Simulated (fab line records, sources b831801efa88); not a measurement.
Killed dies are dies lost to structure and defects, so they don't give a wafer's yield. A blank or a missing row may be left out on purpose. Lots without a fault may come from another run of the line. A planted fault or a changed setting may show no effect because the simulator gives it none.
Chamber matching | flow sky130 | SKY_METAL3_ETCH_17 on rie_diel-03: 4 sister chambers
The step etches SiO2 in C4F8/O2/Ar, stops on TiN, time 3.9 s, target depth 15 nm. 4 wafers are shown with their chamber, then 8 later ones without.

WAFERS WITH THEIR CHAMBER
wafer  | chamber | oes_product_au (a.u.)
L094.3 | 3       | 0.752
L094.5 | 1       | 0.761
L094.6 | 0       | 0.763
L095.1 | 2       | 0.756

WAFERS WITHOUT THEIR CHAMBER
wafer  | oes_product_au (a.u.)
L095.4 | 0.738
L095.5 | 0.758
L096.2 | 0.754
L096.4 | 0.763
L096.5 | 0.768
L097.2 | 0.749
L097.5 | 0.758
L097.6 | 0.754

WHICH CHAMBER EACH WENT THROUGH
wafer  | from the rows above               | in truth
L095.4 | can't be placed: 3 or 2 or 1 or 0 | 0
L095.5 | can't be placed: 2 or 1 or 0 or 3 | 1
L096.2 | can't be placed: 2 or 3 or 1 or 0 | 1
L096.4 | can't be placed: 0 or 1 or 2 or 3 | 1
L096.5 | can't be placed: 0 or 1 or 2 or 3 | 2
L097.2 | can't be placed: 3 or 2 or 1 or 0 | 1
L097.5 | can't be placed: 2 or 1 or 0 or 3 | 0
L097.6 | can't be placed: 2 or 3 or 1 or 0 | 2
Placed correctly: 0 of 8. Can't be placed from these rows: 8 (the true chamber is among the candidates in 8). Placed wrongly: 0.
How it was worked out, from the rows above alone: a wafer's distance from a chamber is the root of the sum, over the readings, of the square of ((its reading less the chamber's mean) divided by the reading's scatter). The wafer belongs to the nearest chamber; if the next one is less than 2 further off, it can't be placed. A chamber's mean is the mean of its shown wafers. The scatter: with one shown wafer a chamber, the root of the mean of the squares of how far each hidden wafer lies from its nearest shown one.
